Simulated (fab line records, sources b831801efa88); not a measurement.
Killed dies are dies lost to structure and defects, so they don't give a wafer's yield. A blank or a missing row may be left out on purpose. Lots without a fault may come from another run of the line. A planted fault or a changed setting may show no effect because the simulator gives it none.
Which tool did it? | flow gf180mcu | 7 lots, 21 wafers sampled, at 3 steps of a route of 602

WHAT THE GAUGES READ, wafer by wafer
GF_M2_OVL_MEAS_15.
lot  | measured     | on         | M2_OVL (nm)
L923 | day 19 14:14 | overlay-02 | -3 -1 0
L925 | day 20 07:29 | overlay-01 | 10 4 4
L927 | day 21 02:26 | overlay-02 | 7 -1 1
L934 | day 23 19:50 | overlay-01 | 5 8 3
L936 | day 24 09:37 | overlay-02 | 4 8 1
L939 | day 25 07:05 | overlay-01 | 0 -2 6
L943 | day 26 08:47 | overlay-01 | 8 7 4

WHICH TOOL RAN EACH LOT (tool, then ch and the chambers of the sampled wafers, then the start)
lot  | GF_SAB_ETCH_11                     | GF_CONTACT_CMP_27
L923 | rie_diel-04 ch 1,2,3, day 15 13:09 | cmp-02 ch 0,2,3, day 16 14:03
L925 | rie_diel-03 ch 0,2, day 16 05:04   | cmp-01 ch 2,3, day 17 06:09
L927 | rie_diel-01 ch 0,1,3, day 16 22:43 | cmp-01 ch 0,2,3, day 17 22:55
L934 | rie_diel-04 ch 0,1,2, day 19 14:19 | cmp-01 ch 0,2,3, day 20 16:54
L936 | rie_diel-03 ch 1,2, day 20 05:31   | cmp-02 ch 1,3, day 21 08:28
L939 | rie_diel-01 ch 2,3, day 21 04:37   | cmp-02 ch 0,3, day 22 06:54
L943 | rie_diel-01 ch 0,2,3, day 22 09:22 | cmp-01 ch 1,2,3, day 23 11:44
- GF_SAB_ETCH_11: etches SiO2 in C4F8/O2/Ar, target depth 55 nm, time 8.5 s.
- GF_CONTACT_CMP_27: polishes, stops on SiO2, t overpolish 15 s, target thk 0 nm.

THE ANSWER, worked out from the rows above alone
Rule: what is usual is taken from the lots themselves. Put in order of their means at a reading, lots are off if they are a third of the lots or fewer, leave a main group of 4 or more, and stand apart from it by a gap of 3 or more times the standard deviation of the main group's means; of several such gaps the widest counts. A main group whose means are all the same, to the digits that the tables above print for the reading, isn't used. A lot without any number at a reading at which 4 lots or more have one is off too. The other lots that the step has rows for count as sound.
No lot is off at any reading shown: from this, nothing can be told.

WHAT THE SIMULATOR HAD PUT IN
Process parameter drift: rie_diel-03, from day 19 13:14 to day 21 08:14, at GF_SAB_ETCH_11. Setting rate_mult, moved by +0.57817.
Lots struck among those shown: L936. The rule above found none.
